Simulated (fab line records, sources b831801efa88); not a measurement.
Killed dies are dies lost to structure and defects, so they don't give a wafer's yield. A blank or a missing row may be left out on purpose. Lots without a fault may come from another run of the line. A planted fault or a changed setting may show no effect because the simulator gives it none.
Chamber matching | flow sky130 | SKY_VIA2_CMP_02 on cmp-02: 4 sister chambers
The step polishes SiO2. 4 wafers are shown with their chamber, then 8 later ones without.

WAFERS WITH THEIR CHAMBER
wafer  | chamber | motor_current_A (A)
L241.1 | 0       | 9.7
L241.3 | 3       | 11.2
L241.4 | 2       | 11.1
L242.1 | 1       | 13.3

WAFERS WITHOUT THEIR CHAMBER
wafer  | motor_current_A (A)
L242.2 | 10.4
L242.3 | 11.5
L243.2 | 9.7
L243.4 | 11.4
L243.6 | 11.8
L248.1 | 10.0
L248.4 | 11.4
L248.6 | 12.6

WHICH CHAMBER EACH WENT THROUGH
wafer  | from the rows above          | in truth
L242.2 | can't be placed: 2 or 0 or 3 | 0
L242.3 | can't be placed: 3 or 2      | 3
L243.2 | 0                            | 0
L243.4 | can't be placed: 3 or 2      | 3
L243.6 | can't be placed: 3 or 2      | 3
L248.1 | can't be placed: 0 or 2      | 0
L248.4 | can't be placed: 3 or 2      | 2
L248.6 | can't be placed: 1 or 3 or 2 | 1
Placed correctly: 1 of 8. Can't be placed from these rows: 7 (the true chamber is among the candidates in 7). Placed wrongly: 0.
How it was worked out, from the rows above alone: a wafer's distance from a chamber is the root of the sum, over the readings, of the square of ((its reading less the chamber's mean) divided by the reading's scatter). The wafer belongs to the nearest chamber; if the next one is less than 2 further off, it can't be placed. A chamber's mean is the mean of its shown wafers. The scatter: with one shown wafer a chamber, the root of the mean of the squares of how far each hidden wafer lies from its nearest shown one.
